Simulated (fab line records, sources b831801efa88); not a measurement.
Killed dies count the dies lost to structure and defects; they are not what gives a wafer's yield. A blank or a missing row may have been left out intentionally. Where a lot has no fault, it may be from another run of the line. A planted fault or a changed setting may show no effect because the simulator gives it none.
What tool caused it? ; flow sky130 ; 33 wafers sampled from 11 lots at 1 step of a route of 708

== WHAT EACH GAUGE READ, for each wafer ==
SKY_VT_ADJUST_HVTP_TW_MEAS_11.
lot;measured;on;VT_ADJUST_HVTP_TW
L656;day 6 05:26;film-metro-02;1357 1356 1356
L657;day 6 09:56;film-metro-02;1355 1352 1366
L658;day 6 14:32;film-metro-01;1363 1368 1366
L659;day 6 20:07;film-metro-04;1336 1336 1340
L660;day 7 04:40;film-metro-02;1353 1352 1352
L662;day 7 14:47;film-metro-01;1372 1371 1363
L670;day 9 21:15;film-metro-04;1337 1341 1345
L672;day 10 13:22;film-metro-02;1377 1364 1363
L674;day 10 20:46;film-metro-01;1361 1367 1361
L677;day 12 01:44;film-metro-01;1362 1359 1359
L679;day 12 08:38;film-metro-02;1368 1362 1363

== WHAT TOOL EACH LOT RAN ON (gives the tool, then ch and the chambers of the sampled wafers, and finally the start) ==
The record holds no process step before these readings.

== THE ANSWER, worked out from the rows above alone ==
Rule: usual is defined by the lots themselves. Put in order of their means at a reading, lots are off if they are a third of the lots or fewer, leave a main group of 4 or more, and stand apart from it by a gap of 3 or more times the standard deviation of the main group's means; of several such gaps the widest counts. A main group whose means are all the same, to the digits that the tables above print for the reading, isn't used. Also off: a lot with no number at a reading for which 4 or more lots have one. All remaining lots with rows at the step are treated as sound.
No lot is off at any reading shown: from this, nothing can be told.

== WHAT THE SIMULATOR HAD PUT IN ==
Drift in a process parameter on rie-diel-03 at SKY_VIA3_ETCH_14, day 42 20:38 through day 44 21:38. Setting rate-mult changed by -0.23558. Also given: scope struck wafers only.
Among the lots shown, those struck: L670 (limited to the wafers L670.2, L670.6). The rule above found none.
